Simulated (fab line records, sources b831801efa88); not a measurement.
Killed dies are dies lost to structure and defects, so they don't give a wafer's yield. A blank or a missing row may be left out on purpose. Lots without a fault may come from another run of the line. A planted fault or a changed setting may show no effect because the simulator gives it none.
fab line records | flow sky130
record lots=6 wafers=18 last_day=50
route steps=708 shown VIA1@482 METAL2@483 PAD_OPEN@708
lots that met no fault: from a run of the same line without faults
start_h: hours from the record's first day to the start of the lot's first wafer shown | wait_h: hours since the lot's step before | " the same as in the row above | L1.1+2: a row that stands for several wafers | - no value, or no start given | * or withheld: withheld | < > ~ a bound
route shown NAME@n: a module of which the file shows steps, and the number in the route of the first | usual: mean/standard deviation of fault-free wafers | same: alike in all rows | chamber/n: place in a boat | sites: the reading at each site | _std_site: their standard deviation | _edge_site: outer sites' mean less inner sites' | radius_mm: how far each site lies from the wafer's centre | mask NAME#n: copy n | behind: the tool/chamber that last shaped the wafer | hold: why the lot was held/for how many hours/how that ended | device: the transistor (n, p or np) that didn't switch | end of line: the same wafers' tests at the end of the route | a step without rows: its recipe alone | killed: dies lost to structure and defects at the first sort, not the wafer's yield | map: a wafer's dies, x killed, . not, _ none there
set.NAME: the setting as run; set.NAME@STEP: as run at that earlier step | model.NAME: the simulator's own value behind a step, which no gauge read
lots at some steps of the route; a table a step, a row a wafer
services: from which hour (start_h, from the record's first day; less than 0 if before it) a tool's chamber was out of use, for how many hours, and why
## steps
# step SKY_VIA1_CMP_24
# recipe stop_on=SiO2 t_overpolish_s=15 down_force_psi=3.5 platen_rpm=60 target_thk_nm=0 pad_velocity_m_s=0.94248
# step SKY_METAL2_SPUTTER_00
# recipe material=Ti target_thk_nm=15 power_w=3000 time_s=10 chamber_pressure_pa=0.4
# usual throttle_valve_pct=30.5/0.81
# columns lot.wafer tool chamber start_h wait_h throttle_valve_pct
L692.2 pvd_sputter-02 - 813.87 0.1 30.8
L692.3 " - " " 30.1
L692.5 " - " " 30.4
L694.2 pvd_sputter-02 - 840.67 0.2 30.6
L694.4 " - " " 30.5
L694.6 " - " " 31.5
L705.1 pvd_sputter-02 - 919.79 0.2 30.5
L705.3 " - " " 29.9
L705.5 " - " " 30.0
L707.1 pvd_sputter-03 - 928.58 0.2 31.6
L707.2 " - " " 31.5
L707.3 " - " " 29.0
L708.1 pvd_sputter-02 - 930.41 0.1 29.9
L708.2 " - " " 30.5
L708.5 " - " " 30.0
L712.2 pvd_sputter-01 - 960.48 0.1 32.0
L712.4 " - " " 30.2
L712.5 " - " " 30.6
# step SKY_METAL2_SPUTTER_01
# recipe material=TiN target_thk_nm=20 power_w=6500 time_s=16.7 chamber_pressure_pa=0.4
# usual throttle_valve_pct=30.5/0.79
# columns lot.wafer tool chamber start_h wait_h throttle_valve_pct
L692.2 pvd_sputter-02 - 813.89 0.0 30.3
L692.3 " - " " 30.1
L692.5 " - " " 30.6
L694.2 pvd_sputter-02 - 840.70 0.0 30.7
L694.4 " - " " 30.4
L694.6 " - " " 31.0
L705.1 pvd_sputter-02 - 919.81 0.0 30.7
L705.3 " - " " 29.8
L705.5 " - " " 30.0
L707.1 pvd_sputter-03 - 928.60 0.0 31.7
L707.2 " - " " 31.6
L707.3 " - " " 28.9
L708.1 pvd_sputter-02 - 930.43 0.0 30.0
L708.2 " - " " 30.7
L708.5 " - " " 29.7
L712.2 pvd_sputter-01 - 960.50 0.0 31.6
L712.4 " - " " 30.6
L712.5 " - " " 30.4
# step SKY_METAL2_SPUTTER_02
# recipe material=AlCu target_thk_nm=250 power_w=10600 time_s=13.3 chamber_pressure_pa=0.4
# usual throttle_valve_pct=30.5/0.79
# columns lot.wafer tool chamber start_h wait_h throttle_valve_pct
L692.2 pvd_sputter-02 - 813.92 0.0 30.5
L692.3 " - " " 30.4
L692.5 " - " " 30.7
L694.2 pvd_sputter-02 - 840.72 0.0 31.0
L694.4 " - " " 30.6
L694.6 " - " " 31.2
L705.1 pvd_sputter-02 - 919.84 0.0 30.5
L705.3 " - " " 30.1
L705.5 " - " " 29.8
L707.1 pvd_sputter-03 - 928.63 0.0 31.9
L707.2 " - " " 31.6
L707.3 " - " " 29.1
L708.1 pvd_sputter-02 - 930.46 0.0 30.2
L708.2 " - " " 30.6
L708.5 " - " " 29.8
L712.2 pvd_sputter-01 - 960.53 0.0 31.8
L712.4 " - " " 30.1
L712.5 " - " " 30.4
# step SKY_METAL2_SPUTTER_03
# recipe material=Ti target_thk_nm=5 power_w=3000 time_s=3.3 chamber_pressure_pa=0.4
# usual throttle_valve_pct=30.5/0.8
# columns lot.wafer tool chamber start_h wait_h throttle_valve_pct
L692.2 pvd_sputter-02 - 813.94 0.0 30.9
L692.3 " - " " 30.1
L692.5 " - " " 30.6
L694.2 pvd_sputter-02 - 840.75 0.0 30.8
L694.4 " - " " 30.7
L694.6 " - " " 31.6
L705.1 pvd_sputter-02 - 919.86 0.0 30.9
L705.3 " - " " 29.9
L705.5 " - " " 29.7
L707.1 pvd_sputter-03 - 928.65 0.0 32.0
L707.2 " - " " 31.7
L707.3 " - " " 29.1
L708.1 pvd_sputter-02 - 930.48 0.0 30.1
L708.2 " - " " 30.6
L708.5 " - " " 30.0
L712.2 pvd_sputter-01 - 960.55 0.0 31.8
L712.4 " - " " 30.3
L712.5 " - " " 30.3
# step SKY_METAL2_SPUTTER_04
# recipe material=TiN target_thk_nm=70 power_w=6500 time_s=58.3 chamber_pressure_pa=0.4
# usual throttle_valve_pct=30.5/0.8
# columns lot.wafer tool chamber start_h wait_h throttle_valve_pct
L692.2 pvd_sputter-02 - 813.96 0.0 30.8
L692.3 " - " " 29.9
L692.5 " - " " 30.6
L694.2 pvd_sputter-02 - 840.77 0.0 30.6
L694.4 " - " " 30.6
L694.6 " - " " 31.2
L705.1 pvd_sputter-02 - 919.88 0.0 30.6
L705.3 " - " " 29.7
L705.5 " - " " 29.9
L707.1 pvd_sputter-03 - 928.67 0.0 31.8
L707.2 " - " " 31.6
L707.3 " - " " 29.1
L708.1 pvd_sputter-02 - 930.50 0.0 30.2
L708.2 " - " " 30.6
L708.5 " - " " 29.7
L712.2 pvd_sputter-01 - 960.57 0.0 32.0
L712.4 " - " " 30.3
L712.5 " - " " 30.4
# step SKY_METAL2_RS_MEAS_05
# recipe thk_meas_gauge=four-point-probe reads=TiN_of_METAL2_SPUTTER_04+Ti_of_METAL2_SPUTTER_03+AlCu_of_METAL2_SPUTTER_02+TiN_of_METAL2_SPUTTER_01+Ti_of_METAL2_SPUTTER_00
# usual METAL2_ALCU_RS=0.1268/0.0017
# columns lot.wafer tool chamber start_h wait_h METAL2_ALCU_RS[ohm/sq]
L692.2 film_metro-03 - 814.03 0.0 0.1260
L692.3 " - " " 0.1249
L692.5 " - " " 0.1251
L694.2 film_metro-04 - 840.83 0.0 0.1280
L694.4 " - " " 0.1289
L694.6 " - " " 0.1265
L705.1 film_metro-03 - 919.93 0.0 0.1271
L705.3 " - " " 0.1262
L705.5 " - " " 0.1270
L707.1 film_metro-03 - 928.72 0.0 0.1258
L707.2 " - " " 0.1301
L707.3 " - " " 0.1281
L708.1 film_metro-02 - 930.55 0.0 0.1257
L708.2 " - " " 0.1286
L708.5 " - " " 0.1269
L712.2 film_metro-02 - 960.64 0.0 0.1287
L712.4 " - " " 0.1245
L712.5 " - " " 0.1240
# step SKY_METAL2_THK_MEAS_06
# recipe thk_meas_gauge=xrf reads=AlCu_of_METAL2_SPUTTER_02
# usual METAL2_ALCU_THK=254/3.3
# columns lot.wafer tool chamber start_h wait_h METAL2_ALCU_THK[nm]
L692.2 film_metro-03 - 814.14 0.1 255
L692.3 " - " " 257
L692.5 " - " " 256
L694.2 film_metro-04 - 840.94 0.1 251
L694.4 " - " " 248
L694.6 " - " " 254
L705.1 film_metro-03 - 920.05 0.1 254
L705.3 " - " " 257
L705.5 " - " " 257
L707.1 film_metro-03 - 928.84 0.1 257
L707.2 " - " " 250
L707.3 " - " " 253
L708.1 film_metro-02 - 930.67 0.1 257
L708.2 " - " " 248
L708.5 " - " " 254
L712.2 film_metro-02 - 960.75 0.1 249
L712.4 " - " " 258
L712.5 " - " " 258
# step SKY_METAL2_DEHYDRATE_07
# recipe temp_c=200 time_s=60
# step SKY_METAL2_HMDS_08
# recipe prime_time_s=60 prime_temp_c=120
# step SKY_METAL2_COAT_09
# recipe resist=BARC temp_c=withheld time_s=withheld spin_rpm=3000 resist_thk_nm=60
# step SKY_METAL2_COAT_10
# recipe resist=KrF-thick spin_rpm=3000 resist_thk_nm=450
# step SKY_METAL2_SOFTBAKE_11
# recipe temp_c=100 time_s=90 resist=KrF-thick
# usual chill_plate_temp_C=22.97/0.13 run_length_s=119.42/0.17
# columns lot.wafer tool chamber start_h wait_h chill_plate_temp_C run_length_s
L692.2 litho_track-01 0 827 - 22.95 119.41
L692.3 " 0 " " 22.99 119.44
L692.5 " 0 " " 22.88 119.52
L694.2 litho_track-03 0 854 - 23.18 119.38
L694.4 " 0 " " 23.27 119.48
L694.6 " 0 " " 23.14 119.24
L705.1 litho_track-01 0 931 - 22.79 146.03
L705.3 " 0 " " 22.80 146.01
L705.5 " 0 " " 22.85 146.13
L707.1 litho_track-01 0 942 - 22.80 145.89
L707.2 " 0 " " 22.80 145.85
L707.3 " 0 " " 22.92 145.87
L708.1 litho_track-02 0 943 - 23.03 119.31
L708.2 " 0 " " 23.12 119.14
L708.5 " 0 944 - 23.12 119.24
L712.2 litho_track-02 0 972 - 22.95 119.25
L712.4 " 0 " " 22.95 119.23
L712.5 " 0 " " 23.02 119.23
# step SKY_METAL2_EXPOSE_12
# recipe mask_id=MM2 na=0.8 source_shape=annular sigma_inner=0.55 sigma_outer=0.85 target_cd_nm=140 dose_mj=28
# step SKY_PAD_OPEN_PROBE_99
# usual defect_limited_yield=82.6/1.8 killed_at_M0_to_M3=43/6.3 killed_at_M4_up=3.0/1.6 killed_at_contacts=25/5 killed_at_front_end=15/4.4 killed_at_other=0.3/0.8 killed_dies=85/8.7 killed_open=47/6.9 killed_short=38/6.3
# same gross_dies=492 killed_at_back_side=0
# columns lot.wafer tool chamber start_h wait_h defect_limited_yield[%] killed_at_M0_to_M3 killed_at_M4_up killed_at_contacts killed_at_front_end killed_at_other killed_dies killed_open killed_short
L692.2 prober-02 - 1093.72 0.1 81.7 49 2 22 17 0 90 55 35
L692.3 prober-02 - 1093.77 0.2 81.5 50 3 24 14 0 91 52 39
L692.5 prober-02 - 1093.87 0.2 82.5 37 4 27 17 1 86 36 50
L694.2 prober-02 - 1113.83 0.1 83.9 37 3 24 15 0 79 44 35
L694.4 prober-02 - 1113.93 0.2 85.2 37 4 21 10 1 73 38 35
L694.6 prober-02 - 1114.03 0.2 82.1 41 3 21 22 1 88 56 32
L705.1 prober-01 - 1171.81 0.1 83.1 43 6 24 10 0 83 47 36
L705.3 prober-01 - 1171.91 0.2 84.6 34 6 25 11 0 76 41 35
L705.5 prober-01 - 1172.01 0.2 84.3 47 3 17 10 0 77 47 29
L708.1 prober-02 - 1179.03 0.1 81.7 48 4 27 11 0 90 50 40
L708.2 prober-02 - 1179.08 0.1 82.5 39 5 21 21 0 86 41 45
L708.5 prober-02 - 1179.23 0.2 82.1 47 5 25 11 0 88 46 42
L712.2 prober-02 - 1196.63 0.1 82.3 35 5 23 24 0 87 49 38
L712.4 prober-02 - 1196.73 0.2 82.1 50 2 18 17 1 88 37 50
L712.5 prober-02 - 1196.78 0.2 87.0 36 3 13 12 0 64 37 27
# killed by level:class
L692.2 VIA1:geometric_particle:open=18 METAL2:geometric_particle:short=8 VIA3:geometric_particle:open=8 LOCAL_INTERCONNECT:geometric_particle:short=7 LI_CONTACT:geometric_particle:open=6 FIELD_ISO:geometric_particle:open=5 CONTACT:geometric_particle:open=5 METAL2:geometric_particle:open=4
L692.3 VIA2:geometric_particle:open=9 CONTACT:geometric_particle:open=8 METAL1:geometric_particle:short=7 VIA1:geometric_particle:open=7 LI_CONTACT:geometric_particle:open=6 METAL2:geometric_particle:short=6 CONTACT:geometric_particle:short=5 VIA3:geometric_particle:open=5
L692.5 CONTACT:geometric_particle:short=7 CONTACT:geometric_particle:open=7 FIELD_ISO:geometric_particle:short=6 FIELD_ISO:geometric_particle:open=6 VIA1:geometric_particle:open=6 VIA3:geometric_particle:open=6 LOCAL_INTERCONNECT:geometric_particle:short=5 METAL2:geometric_particle:short=5
L694.2 CONTACT:geometric_particle:open=9 VIA1:geometric_particle:open=7 METAL2:geometric_particle:short=7 FIELD_ISO:geometric_particle:open=6 LI_CONTACT:geometric_particle:open=6 CONTACT:geometric_particle:short=5 VIA2:geometric_particle:open=5 FIELD_ISO:geometric_particle:short=3
L694.4 VIA1:geometric_particle:open=11 CONTACT:geometric_particle:open=8 LOCAL_INTERCONNECT:geometric_particle:short=7 METAL1:geometric_particle:short=6 VIA1:geometric_particle:short=5 VIA2:geometric_particle:short=4 FIELD_ISO:geometric_particle:open=3 FIELD_ISO:geometric_particle:short=3
L694.6 VIA3:geometric_particle:open=10 VIA1:geometric_particle:open=9 CONTACT:geometric_particle:open=8 VIA2:geometric_particle:open=8 POLY_GATE:geometric_particle:short=7 POLY_GATE:geometric_particle:open=7 FIELD_ISO:geometric_particle:open=6 LI_CONTACT:geometric_particle:open=4
L705.1 LI_CONTACT:geometric_particle:open=8 VIA1:geometric_particle:open=8 VIA2:geometric_particle:open=8 CONTACT:geometric_particle:open=7 VIA1:geometric_particle:short=7 METAL1:geometric_particle:short=6 CONTACT:geometric_particle:short=5 VIA3:geometric_particle:open=5
L705.3 CONTACT:geometric_particle:open=10 LI_CONTACT:geometric_particle:short=6 VIA3:geometric_particle:open=6 METAL1:geometric_particle:short=6 VIA3:geometric_particle:short=5 POLY_GATE:geometric_particle:open=4 VIA2:geometric_particle:open=4 VIA1:geometric_particle:open=4
L705.5 VIA1:geometric_particle:open=12 LI_CONTACT:geometric_particle:open=8 VIA3:geometric_particle:open=7 VIA1:geometric_particle:short=6 CONTACT:geometric_particle:open=4 POLY_GATE:geometric_particle:open=3 METAL1:geometric_particle:short=3 VIA2:geometric_particle:short=3
L708.1 VIA1:geometric_particle:open=16 LOCAL_INTERCONNECT:geometric_particle:short=9 LI_CONTACT:geometric_particle:open=9 VIA2:geometric_particle:open=7 VIA3:geometric_particle:open=4 CONTACT:geometric_particle:open=4 FIELD_ISO:geometric_particle:open=3 FIELD_ISO:geometric_particle:short=3
L708.2 VIA1:geometric_particle:open=11 POLY_GATE:geometric_particle:short=6 LI_CONTACT:geometric_particle:open=6 CONTACT:geometric_particle:open=6 METAL1:geometric_particle:short=6 VIA1:geometric_particle:short=5 SPACER:geometric_particle:short=4 SPACER:geometric_particle:open=4
L708.5 VIA1:geometric_particle:open=11 LI_CONTACT:geometric_particle:open=10 VIA3:geometric_particle:open=9 LOCAL_INTERCONNECT:geometric_particle:short=7 METAL2:geometric_particle:short=5 FIELD_ISO:geometric_particle:short=4 POLY_GATE:geometric_particle:short=4 CONTACT:geometric_particle:short=4
L712.2 CONTACT:geometric_particle:open=10 FIELD_ISO:geometric_particle:short=9 VIA1:geometric_particle:open=8 FIELD_ISO:geometric_particle:open=6 VIA3:geometric_particle:open=6 POLY_GATE:geometric_particle:open=4 LI_CONTACT:geometric_particle:open=4 METAL1:geometric_particle:short=4
L712.4 METAL2:geometric_particle:short=12 VIA3:geometric_particle:open=10 FIELD_ISO:geometric_particle:short=9 VIA2:geometric_particle:open=7 CONTACT:geometric_particle:open=7 VIA1:geometric_particle:open=7 METAL1:geometric_particle:short=5 LOCAL_INTERCONNECT:geometric_particle:short=4
L712.5 VIA1:geometric_particle:open=11 CONTACT:geometric_particle:open=7 VIA3:geometric_particle:open=6 FIELD_ISO:geometric_particle:open=5 LI_CONTACT:geometric_particle:short=4 METAL2:geometric_particle:short=4 VIA1:geometric_particle:short=4 VIA2:geometric_particle:open=3
## services
# columns tool chamber start_h hours kind
pvd_sputter-03 - 849.39 10.7 repair
pvd_sputter-01 - 920.85 1.1 repair
pvd_sputter-02 - 942.61 2.5 repair
pvd_sputter-01 - 967.00 1.4 repair
## key
first_sign step=SKY_METAL2_SOFTBAKE_11 reading=run_length_s direction=up sigmas=99+ usual=* struck=*
effect none on later readings
met_at SKY_METAL2_SOFTBAKE_11
struck_wafers L705.1,L705.3,L705.5,L707.1,L707.2,L707.3
rows_end L707.1,L707.2,L707.3
onset_between 827 931
fault kind=process_parameter_drift tool=litho_track-01 chamber=- onset_h=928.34 steps=SKY_METAL2_SOFTBAKE_11 channel=time_s offset=* shape=step acts_in=* stated=*
# rows_end: these wafers met a further fault down the route, and their rows from its step on are left out
